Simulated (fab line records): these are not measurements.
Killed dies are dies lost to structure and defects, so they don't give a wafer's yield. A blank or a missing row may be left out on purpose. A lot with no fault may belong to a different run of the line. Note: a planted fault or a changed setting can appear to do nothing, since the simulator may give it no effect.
Which of the tools did it? / flow gf180mcu / 6 lots with 18 wafers sampled at 4 steps, on a route of 602 steps

WHAT THE GAUGES READ, wafer by wafer
GF_POLY_GATE_THK_MEAS_17.
lot=L221; measured=day 9 12:09; on=film metro-03; POLY_GATE_OXIDATION_THK (nm)=4.14 4.01 3.96
lot=L224; measured=day 10 11:34; on=film metro-03; POLY_GATE_OXIDATION_THK (nm)=3.98 3.96 3.92
lot=L233; measured=day 13 03:04; on=film metro-02; POLY_GATE_OXIDATION_THK (nm)=6.48 6.47 6.43 6.51 6.50 6.43
lot=L235; measured=day 13 18:43; on=film metro-03; POLY_GATE_OXIDATION_THK (nm)=3.91 3.97 3.84
lot=L237; measured=day 14 09:24; on=film metro-03; POLY_GATE_OXIDATION_THK (nm)=3.99 3.94 4.05
lot=L241; measured=day 15 13:11; on=film metro-04; POLY_GATE_OXIDATION_THK (nm)=4.08 3.98 3.97

EACH LOT AND THE TOOL THAT RAN IT (in order: tool; ch and the chambers of the sampled wafers; start)
lot=L221; GF_VT_IMPLANT_RTA_45=rtp anneal-02 ch 0, day 7 19:38; GF_DUAL_GATE_STRIP_13=plasma asher-01 ch 0,1, day 8 14:31; GF_POLY_GATE_OXIDATION_16=furnace-01 ch 0, day 9 10:52
lot=L224; GF_VT_IMPLANT_RTA_45=rtp anneal-01 ch 0, day 8 16:20; GF_DUAL_GATE_STRIP_13=plasma asher-04 ch 0,1, day 9 11:49; GF_POLY_GATE_OXIDATION_16=furnace-02 ch 0, day 10 10:17
lot=L233; GF_VT_IMPLANT_RTA_45=rtp anneal-01 ch 0, day 11 03:21; GF_DUAL_GATE_STRIP_13=plasma asher-01 ch 0,1, day 12 00:19; GF_POLY_GATE_OXIDATION_16=furnace-02 ch 0, day 13 00:23 and furnace-01 ch 0, day 13 01:49
lot=L235; GF_VT_IMPLANT_RTA_45=rtp anneal-01 ch 0, day 11 18:06; GF_DUAL_GATE_STRIP_13=plasma asher-03 ch 0,1, day 12 15:52; GF_POLY_GATE_OXIDATION_16=furnace-01 ch 0, day 13 17:28
lot=L237; GF_VT_IMPLANT_RTA_45=rtp anneal-01 ch 0, day 12 08:47; GF_DUAL_GATE_STRIP_13=plasma asher-03 ch 0,1, day 13 07:56; GF_POLY_GATE_OXIDATION_16=furnace-02 ch 0, day 14 08:08
lot=L241; GF_VT_IMPLANT_RTA_45=rtp anneal-02 ch 0, day 13 11:14; GF_DUAL_GATE_STRIP_13=plasma asher-03 ch 0,1, day 14 10:01; GF_POLY_GATE_OXIDATION_16=furnace-01 ch 0, day 15 11:56
- GF_VT_IMPLANT_RTA_45: time 30 s.
- GF_DUAL_GATE_STRIP_13: strips in O2/N2.
- GF_POLY_GATE_OXIDATION_16: stabilise 600 s, purge 300 s, target thk 4 nm.

THE ANSWER, worked out from the rows above alone
Rule: the usual values come from the lots themselves. The widest of any qualifying gaps counts: lots, ordered by their means at a reading, are off when they make up no more than a third of the lots, leave a main group of 4 or more, and stand apart from it by 3 or more times the standard deviation of that group's means. The tables above print the reading to a certain number of digits; a main group whose means all agree to those digits is not used. A lot without any number at a reading at which 4 lots or more have one is off too. The other lots that the step has rows for count as sound.
Off: at GF_POLY_GATE_THK_MEAS_17 (POLY_GATE_OXIDATION_THK), L233. Mean 3.98 nm and standard deviation 0.046 in the main group.
A tool fits if, at a process step before that reading, it ran every lot that is off, and no sound lot after the first of them. Those tools and the gauges at GF_POLY_GATE_THK_MEAS_17 are tried in the same way. This does not decide it: 2 tools fit, namely plasma asher-01 at GF_DUAL_GATE_STRIP_13 and film metro-02 at GF_POLY_GATE_THK_MEAS_17.

WHAT THE SIMULATOR HAD PUT IN
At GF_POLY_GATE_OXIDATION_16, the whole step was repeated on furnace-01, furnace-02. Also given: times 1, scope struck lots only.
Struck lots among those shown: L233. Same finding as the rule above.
